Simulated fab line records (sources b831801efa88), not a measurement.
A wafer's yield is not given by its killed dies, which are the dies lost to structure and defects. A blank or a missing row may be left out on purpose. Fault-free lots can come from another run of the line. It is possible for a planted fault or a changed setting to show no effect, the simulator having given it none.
Split-lot study / flow sky130 / 23 wafers read from 5 lots, route of 708 steps

ON THE SPLIT
At SKY_VIA3_ETCH_15 (etches SiO2 in C4F8/O2/Ar, stops on TiN, target depth 507 nm, time 78 s), the setting time-s was moved away from the recipe's 78 s on 12 of the 23 wafers read, by -14.1% to +8.3%. For the rest of the wafers, this setting stayed at what the recipe calls for.

The reading is taken at the split's own step.

THE READING
oes-product-au, in a.u., at SKY_VIA3_ETCH_15 (etches SiO2 in C4F8/O2/Ar, stops on TiN, target depth 507 nm, time 78 s). Fault-free wafers of this fab line usually give 0.945 a.u., standard deviation 0.0049 a.u.

wafer=L074.1; tool, chamber at the split=rie-diel-01, 2; time-s as run, s=84.44; against the recipe=+8.3%; oes-product-au, a.u.=0.936; against lot-mates on the recipe=-0.007
wafer=L074.2; tool, chamber at the split=rie-diel-01, 3; time-s as run, s=84.44; against the recipe=+8.3%; oes-product-au, a.u.=0.930; against lot-mates on the recipe=-0.013
wafer=L074.3; tool, chamber at the split=rie-diel-01, 0; time-s as run, s=84.44; against the recipe=+8.3%; oes-product-au, a.u.=0.933; against lot-mates on the recipe=-0.010
wafer=L074.5; tool, chamber at the split=rie-diel-01, 1; time-s as run, s=78; against the recipe=recipe; oes-product-au, a.u.=0.948; against lot-mates on the recipe=-
wafer=L074.6; tool, chamber at the split=rie-diel-01, 2; time-s as run, s=78; against the recipe=recipe; oes-product-au, a.u.=0.939; against lot-mates on the recipe=-
wafer=L075.1; tool, chamber at the split=rie-diel-02, 1; time-s as run, s=67.04; against the recipe=-14.1%; oes-product-au, a.u.=1.001; against lot-mates on the recipe=+0.060
wafer=L075.3; tool, chamber at the split=rie-diel-02, 0; time-s as run, s=67.04; against the recipe=-14.1%; oes-product-au, a.u.=0.995; against lot-mates on the recipe=+0.054
wafer=L075.4; tool, chamber at the split=rie-diel-02, 1; time-s as run, s=78; against the recipe=recipe; oes-product-au, a.u.=0.940; against lot-mates on the recipe=-
wafer=L075.5; tool, chamber at the split=rie-diel-02, 0; time-s as run, s=67.04; against the recipe=-14.1%; oes-product-au, a.u.=0.994; against lot-mates on the recipe=+0.053
wafer=L075.6; tool, chamber at the split=rie-diel-02, 3; time-s as run, s=78; against the recipe=recipe; oes-product-au, a.u.=0.942; against lot-mates on the recipe=-
wafer=L077.1; tool, chamber at the split=rie-diel-02, 2; time-s as run, s=78; against the recipe=recipe; oes-product-au, a.u.=0.947; against lot-mates on the recipe=-
wafer=L077.2; tool, chamber at the split=rie-diel-02, 1; time-s as run, s=78; against the recipe=recipe; oes-product-au, a.u.=0.942; against lot-mates on the recipe=-
wafer=L077.4; tool, chamber at the split=rie-diel-02, 3; time-s as run, s=83.23; against the recipe=+6.7%; oes-product-au, a.u.=0.941; against lot-mates on the recipe=-0.003
wafer=L077.5; tool, chamber at the split=rie-diel-02, 1; time-s as run, s=83.23; against the recipe=+6.7%; oes-product-au, a.u.=0.940; against lot-mates on the recipe=-0.004
wafer=L077.6; tool, chamber at the split=rie-diel-02, 2; time-s as run, s=83.23; against the recipe=+6.7%; oes-product-au, a.u.=0.935; against lot-mates on the recipe=-0.009
wafer=L081.1; tool, chamber at the split=rie-diel-02, 1; time-s as run, s=78; against the recipe=recipe; oes-product-au, a.u.=0.939; against lot-mates on the recipe=-
wafer=L081.3; tool, chamber at the split=rie-diel-02, 0; time-s as run, s=78; against the recipe=recipe; oes-product-au, a.u.=0.942; against lot-mates on the recipe=-
wafer=L081.4; tool, chamber at the split=rie-diel-02, 2; time-s as run, s=78; against the recipe=recipe; oes-product-au, a.u.=0.946; against lot-mates on the recipe=-
wafer=L085.1; tool, chamber at the split=rie-diel-01, 3; time-s as run, s=78; against the recipe=recipe; oes-product-au, a.u.=0.950; against lot-mates on the recipe=-
wafer=L085.2; tool, chamber at the split=rie-diel-01, 1; time-s as run, s=78; against the recipe=recipe; oes-product-au, a.u.=0.944; against lot-mates on the recipe=-
wafer=L085.3; tool, chamber at the split=rie-diel-01, 2; time-s as run, s=72.86; against the recipe=-6.6%; oes-product-au, a.u.=0.977; against lot-mates on the recipe=+0.030
wafer=L085.4; tool, chamber at the split=rie-diel-01, 0; time-s as run, s=72.86; against the recipe=-6.6%; oes-product-au, a.u.=0.977; against lot-mates on the recipe=+0.030
wafer=L085.5; tool, chamber at the split=rie-diel-01, 0; time-s as run, s=72.86; against the recipe=-6.6%; oes-product-au, a.u.=0.966; against lot-mates on the recipe=+0.019

FIT RESULTS
A straight line over all 23 wafers: oes-product-au changes by -0.00289 a.u. for each +1% of time-s; r = -0.94; the points scatter about the line by 0.0077 a.u.
The same after taking each lot's own level away (the mean of its wafers on the recipe; 23 wafers): -0.00295 a.u. for each +1%; r = -0.94; scatter 0.0076 a.u.
On that fit, the largest move of time-s shifts the reading by 0.041 a.u.
From 0.9410 to 0.9470 a.u.: that is the span of the lots' own levels, equal to 1.2 times the standard deviation above.
The two slopes agree, so the slope changes little with the lot-to-lot level.
Check: with one of the wafers moved furthest among these (-14.1%) left out of the fit, the line predicts +0.0446 a.u. for it against its lot-mates. Against them it came out at +0.06 a.u.
Tool readings at the split's step, against how far the setting was moved: oes-product-au r = -0.94.

OTHER SPLITS ON THESE WAFERS
Before the reading, these wafers also passed through other splits. Each is held against what the fit with the lots' levels taken away leaves over:
other split on the same wafers=SKY_VIA2_ETCH_14 source-w; wafers away from the commonest value=11; r with oes-product-au (lot level and that fit taken away)=+0.17
other split on the same wafers=SKY_CAPM_SPUTTER_02 time-s; wafers away from the commonest value=9; r with oes-product-au (lot level and that fit taken away)=+0.08
other split on the same wafers=SKY_CAPM_SOFTBAKE_08 temp-c; wafers away from the commonest value=9; r with oes-product-au (lot level and that fit taken away)=+0.04
other split on the same wafers=SKY_METAL3_METAL_ETCH_18 bias-w; wafers away from the commonest value=6; r with oes-product-au (lot level and that fit taken away)=+0.03

THE WHOLE CHAIN: every reading that the file lists as answering this split, in the file's order
step=SKY_VIA3_ETCH_15; what it does=etches SiO2 in C4F8/O2/Ar, stops on TiN, target depth 507 nm, time 78 s; reading=oes-product-au; change (the file's fit)=-0.00305 a.u. for each +1% of the setting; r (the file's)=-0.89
step=SKY_VIA3_STRIP_16; what it does=strips in O2/N2; reading=strip-time-to-endpoint-s; change (the file's fit)=withheld for each +1% of the setting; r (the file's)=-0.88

FILE'S OWN FIT
oes-product-au changes by -0.00305 a.u. for each +1% of time-s, r = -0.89.
